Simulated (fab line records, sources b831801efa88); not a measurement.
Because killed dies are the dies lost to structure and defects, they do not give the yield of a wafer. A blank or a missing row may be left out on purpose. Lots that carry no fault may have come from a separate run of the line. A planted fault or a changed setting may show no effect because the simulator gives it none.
The tool behind it: which one? / flow sky130 / 12 lots with 36 wafers sampled at 6 steps, on a route of 708 steps

## WHAT THE GAUGES READ, wafer by wafer
SKY_SD_N_CD_MEAS_07: the cd target is 380 nm.
lot=L620; measured=day 28 03:55; on=cd_sem-01; cd_nm (nm)=379.9 375.8 377.4
lot=L626; measured=day 30 09:19; on=cd_sem-02; cd_nm (nm)=374.5 377.3 374.2
lot=L627; measured=day 30 13:46; on=cd_sem-01; cd_nm (nm)=379.4 380.4 377.5
lot=L628; measured=day 30 22:49; on=cd_sem-01; cd_nm (nm)=381.3 382.5 382.2
lot=L629; measured=day 31 08:26; on=cd_sem-01; cd_nm (nm)=378.6 378.4 379.3
lot=L635; measured=day 33 06:10; on=cd_sem-01; cd_nm (nm)=383.1 383.0 380.6
lot=L636; measured=day 33 13:24; on=cd_sem-02; cd_nm (nm)=379.8 381.7 380.8
lot=L638; measured=day 33 22:22; on=cd_sem-01; cd_nm (nm)=378.2 383.2 379.9
lot=L639; measured=day 34 13:20; on=cd_sem-01; cd_nm (nm)=382.5 383.7 384.2
lot=L640; measured=day 34 15:57; on=cd_sem-01; cd_nm (nm)=380.1 380.3 379.6
lot=L641; measured=day 34 18:11; on=cd_sem-01; cd_nm (nm)=377.3 379.3 381.4
lot=L642; measured=day 35 06:38; on=cd_sem-01; cd_nm (nm)=377.8 379.8 379.7

SKY_SD_N_RS_MEAS_16: measurement is done with a four-point probe.
lot=L620; measured=day 28 04:45; on=film_metro-04; SD_N_RS (ohm/sq)=68.51 68.50 68.72
lot=L626; measured=day 30 10:09; on=film_metro-02; SD_N_RS (ohm/sq)=73.55 73.38 73.59
lot=L627; measured=day 30 14:36; on=film_metro-02; SD_N_RS (ohm/sq)=68.63 68.34 68.42
lot=L628; measured=day 30 23:40; on=film_metro-04; SD_N_RS (ohm/sq)=73.38 73.66 73.49
lot=L629; measured=day 31 09:20; on=film_metro-02; SD_N_RS (ohm/sq)=68.66 68.57 68.62
lot=L635; measured=day 33 07:01; on=film_metro-01; SD_N_RS (ohm/sq)=68.57 68.55 68.52
lot=L636; measured=day 33 14:17; on=film_metro-02; SD_N_RS (ohm/sq)=68.63 68.49 68.51
lot=L638; measured=day 33 23:13; on=film_metro-02; SD_N_RS (ohm/sq)=68.59 68.26 68.32
lot=L639; measured=day 34 14:11; on=film_metro-02; SD_N_RS (ohm/sq)=68.61 68.75 68.89
lot=L640; measured=day 34 16:48; on=film_metro-02; SD_N_RS (ohm/sq)=68.57 68.52 68.61
lot=L641; measured=day 34 19:02; on=film_metro-04; SD_N_RS (ohm/sq)=68.55 68.46 68.71
lot=L642; measured=day 35 07:29; on=film_metro-02; SD_N_RS (ohm/sq)=68.56 68.44 68.45

SKY_SD_N_RS_MEAS_17: measurement is done with a four-point probe.
lot=L620; measured=day 28 04:52; on=film_metro-04; SD_P_RS (ohm/sq)=147.0 147.2 147.1
lot=L626; measured=day 30 10:16; on=film_metro-02; SD_P_RS (ohm/sq)=177.6 177.4 177.7
lot=L627; measured=day 30 14:43; on=film_metro-02; SD_P_RS (ohm/sq)=146.7 147.4 146.5
lot=L628; measured=day 30 23:47; on=film_metro-04; SD_P_RS (ohm/sq)=177.2 177.9 177.9
lot=L629; measured=day 31 09:27; on=film_metro-02; SD_P_RS (ohm/sq)=147.2 146.7 147.1
lot=L635; measured=day 33 07:08; on=film_metro-01; SD_P_RS (ohm/sq)=147.1 147.4 147.0
lot=L636; measured=day 33 14:25; on=film_metro-02; SD_P_RS (ohm/sq)=147.4 147.1 147.4
lot=L638; measured=day 33 23:20; on=film_metro-02; SD_P_RS (ohm/sq)=146.7 146.6 146.6
lot=L639; measured=day 34 14:18; on=film_metro-02; SD_P_RS (ohm/sq)=147.5 147.6 147.9
lot=L640; measured=day 34 16:55; on=film_metro-02; SD_P_RS (ohm/sq)=146.9 146.6 147.2
lot=L641; measured=day 34 19:10; on=film_metro-04; SD_P_RS (ohm/sq)=147.3 146.9 147.1
lot=L642; measured=day 35 07:36; on=film_metro-02; SD_P_RS (ohm/sq)=147.1 146.8 147.0

SKY_SD_N_RS_MEAS_18: measurement is done with a four-point probe.
lot=L620; measured=day 28 04:59; on=film_metro-04; RES_XHIGH_RS (ohm/sq)=333.4 332.8 334.2
lot=L626; measured=day 30 10:23; on=film_metro-02; RES_XHIGH_RS (ohm/sq)=336.1 336.9 334.0
lot=L627; measured=day 30 14:50; on=film_metro-02; RES_XHIGH_RS (ohm/sq)=330.7 332.5 331.8
lot=L628; measured=day 30 23:54; on=film_metro-04; RES_XHIGH_RS (ohm/sq)=335.4 336.6 334.9
lot=L629; measured=day 31 09:34; on=film_metro-02; RES_XHIGH_RS (ohm/sq)=334.3 333.9 334.6
lot=L635; measured=day 33 07:15; on=film_metro-01; RES_XHIGH_RS (ohm/sq)=335.6 333.9 333.8
lot=L636; measured=day 33 14:32; on=film_metro-02; RES_XHIGH_RS (ohm/sq)=333.3 332.7 333.2
lot=L638; measured=day 33 23:27; on=film_metro-02; RES_XHIGH_RS (ohm/sq)=332.7 333.0 331.8
lot=L639; measured=day 34 14:25; on=film_metro-02; RES_XHIGH_RS (ohm/sq)=333.9 334.4 332.9
lot=L640; measured=day 34 17:02; on=film_metro-02; RES_XHIGH_RS (ohm/sq)=332.3 334.1 333.7
lot=L641; measured=day 34 19:17; on=film_metro-04; RES_XHIGH_RS (ohm/sq)=332.9 333.8 333.5
lot=L642; measured=day 35 07:43; on=film_metro-02; RES_XHIGH_RS (ohm/sq)=334.4 334.2 334.7

## WHAT TOOL EACH LOT RAN ON (gives the tool, then ch and the chambers of the sampled wafers, and finally the start)
lot=L620; SKY_POLY_CUT_ETCH_11=rie_diel-01 ch 0,1,2, day 24 11:05; SKY_SD_N_RTA_14=rtp_anneal-01 ch 0, day 28 04:34
lot=L626; SKY_POLY_CUT_ETCH_11=rie_diel-04 ch 0,3, day 26 20:20; SKY_SD_N_RTA_14=rtp_anneal-01 ch 0, day 30 09:59
lot=L627; SKY_POLY_CUT_ETCH_11=rie_diel-04 ch 0,2,3, day 27 01:27; SKY_SD_N_RTA_14=rtp_anneal-02 ch 0, day 30 14:25
lot=L628; SKY_POLY_CUT_ETCH_11=rie_diel-04 ch 0,1,3, day 27 09:05; SKY_SD_N_RTA_14=rtp_anneal-01 ch 0, day 30 23:29
lot=L629; SKY_POLY_CUT_ETCH_11=rie_diel-04 ch 0,1, day 27 19:28; SKY_SD_N_RTA_14=rtp_anneal-02 ch 0, day 31 09:08
lot=L635; SKY_POLY_CUT_ETCH_11=rie_diel-03 ch 0,1,2, day 29 20:23; SKY_SD_N_RTA_14=rtp_anneal-02 ch 0, day 33 06:50
lot=L636; SKY_POLY_CUT_ETCH_11=rie_diel-03 ch 0,1,3, day 30 02:58; SKY_SD_N_RTA_14=rtp_anneal-01 ch 0, day 33 14:07
lot=L638; SKY_POLY_CUT_ETCH_11=rie_diel-01 ch 0,2,3, day 30 12:59; SKY_SD_N_RTA_14=rtp_anneal-01 ch 0, day 33 23:02
lot=L639; SKY_POLY_CUT_ETCH_11=rie_diel-03 ch 2,3, day 31 04:30; SKY_SD_N_RTA_14=rtp_anneal-02 ch 0, day 34 13:59
lot=L640; SKY_POLY_CUT_ETCH_11=rie_diel-03 ch 2,3, day 31 06:59; SKY_SD_N_RTA_14=rtp_anneal-01 ch 0, day 34 16:38
lot=L641; SKY_POLY_CUT_ETCH_11=rie_diel-01 ch 0,1,2, day 31 10:13; SKY_SD_N_RTA_14=rtp_anneal-02 ch 0, day 34 18:51
lot=L642; SKY_POLY_CUT_ETCH_11=rie_diel-01 ch 0,2, day 31 23:09; SKY_SD_N_RTA_14=rtp_anneal-01 ch 0, day 35 07:17
- SKY_POLY_CUT_ETCH_11: etches Si3N4 in CF4/CH2F2/Ar, stops on poly-Si, time 42.5 s, target depth 60 nm.
- SKY_SD_N_RTA_14: time 2 s.

## WHAT THE TOOLS THEMSELVES READ (means of the sampled wafers that have a number; where no wafer has one, the mark that the record gives instead)
SKY_POLY_CUT_ETCH_11.
lot=L620; tool=rie_diel-01; drypump_motor_current_A (A)=5.6; oes_product_au (a.u.)=0.819; throttle_valve_pct (%)=14.993
lot=L626; tool=rie_diel-04; drypump_motor_current_A (A)=6.1; oes_product_au (a.u.)=0.829; throttle_valve_pct (%)=14.992
lot=L627; tool=rie_diel-04; drypump_motor_current_A (A)=5.8; oes_product_au (a.u.)=0.828; throttle_valve_pct (%)=14.996
lot=L628; tool=rie_diel-04; drypump_motor_current_A (A)=6.0; oes_product_au (a.u.)=0.833; throttle_valve_pct (%)=14.998
lot=L629; tool=rie_diel-04; drypump_motor_current_A (A)=5.9; oes_product_au (a.u.)=0.822; throttle_valve_pct (%)=15.002
lot=L635; tool=rie_diel-03; drypump_motor_current_A (A)=5.6; oes_product_au (a.u.)=0.831; throttle_valve_pct (%)=14.998
lot=L636; tool=rie_diel-03; drypump_motor_current_A (A)=5.9; oes_product_au (a.u.)=0.836; throttle_valve_pct (%)=14.989
lot=L638; tool=rie_diel-01; drypump_motor_current_A (A)=5.7; oes_product_au (a.u.)=0.829; throttle_valve_pct (%)=14.997
lot=L639; tool=rie_diel-03; drypump_motor_current_A (A)=5.9; oes_product_au (a.u.)=0.825; throttle_valve_pct (%)=14.993
lot=L640; tool=rie_diel-03; drypump_motor_current_A (A)=5.6; oes_product_au (a.u.)=0.822; throttle_valve_pct (%)=14.994
lot=L641; tool=rie_diel-01; drypump_motor_current_A (A)=5.6; oes_product_au (a.u.)=0.823; throttle_valve_pct (%)=14.998
lot=L642; tool=rie_diel-01; drypump_motor_current_A (A)=5.5; oes_product_au (a.u.)=0.827; throttle_valve_pct (%)=14.997

SKY_SD_N_RTA_14.
lot=L620; tool=rtp_anneal-01; lamp_power_pct (%)=15.73; wafer_temp_C_max=1077.8
lot=L626; tool=rtp_anneal-01; lamp_power_pct (%)=14.60; wafer_temp_C_max=1076.6
lot=L627; tool=rtp_anneal-02; lamp_power_pct (%)=15.73; wafer_temp_C_max=1078.0
lot=L628; tool=rtp_anneal-01; lamp_power_pct (%)=14.64; wafer_temp_C_max=1077.8
lot=L629; tool=rtp_anneal-02; lamp_power_pct (%)=15.70; wafer_temp_C_max=1077.5
lot=L635; tool=rtp_anneal-02; lamp_power_pct (%)=15.75; wafer_temp_C_max=1077.9
lot=L636; tool=rtp_anneal-01; lamp_power_pct (%)=15.69; wafer_temp_C_max=1079.3
lot=L638; tool=rtp_anneal-01; lamp_power_pct (%)=15.74; wafer_temp_C_max=1078.2
lot=L639; tool=rtp_anneal-02; lamp_power_pct (%)=15.78; wafer_temp_C_max=1077.0
lot=L640; tool=rtp_anneal-01; lamp_power_pct (%)=15.70; wafer_temp_C_max=1077.9
lot=L641; tool=rtp_anneal-02; lamp_power_pct (%)=15.76; wafer_temp_C_max=1078.4
lot=L642; tool=rtp_anneal-01; lamp_power_pct (%)=15.74; wafer_temp_C_max=1079.2

## THE ANSWER, worked out from the rows above alone
Rule: usual is defined by the lots themselves. The widest of any qualifying gaps counts: lots, ordered by their means at a reading, are off when they make up no more than a third of the lots, leave a main group of 4 or more, and stand apart from it by 3 or more times the standard deviation of that group's means. If all means in a main group match to the digits the tables above print for the reading, that group is not used. A lot without any number at a reading at which 4 lots or more have one is off too. Any other lot the step has rows for is counted as sound. Order of review: gauges by route order, followed by the tools' own readings, for which a lot's mean as printed above is used. The first step at which some lot is off is used, and at that step the reading that is off furthest; a lot without a number counts as furthest.
Off: L626, L628, seen at SKY_SD_N_RS_MEAS_16 (SD_N_RS). Main group: mean 68.55 ohm/sq, sd 0.091.
If a tool, at a process step before that reading, ran all the lots that are off and no sound lot after the first of them, it fits. The gauges at SKY_SD_N_RS_MEAS_16 aren't tried: what is off there is off at SKY_SD_N_RTA_14 too, on other tools, and a gauge's error can't cause that. No candidate that was tried fits.

## WHAT THE SIMULATOR PUT IN
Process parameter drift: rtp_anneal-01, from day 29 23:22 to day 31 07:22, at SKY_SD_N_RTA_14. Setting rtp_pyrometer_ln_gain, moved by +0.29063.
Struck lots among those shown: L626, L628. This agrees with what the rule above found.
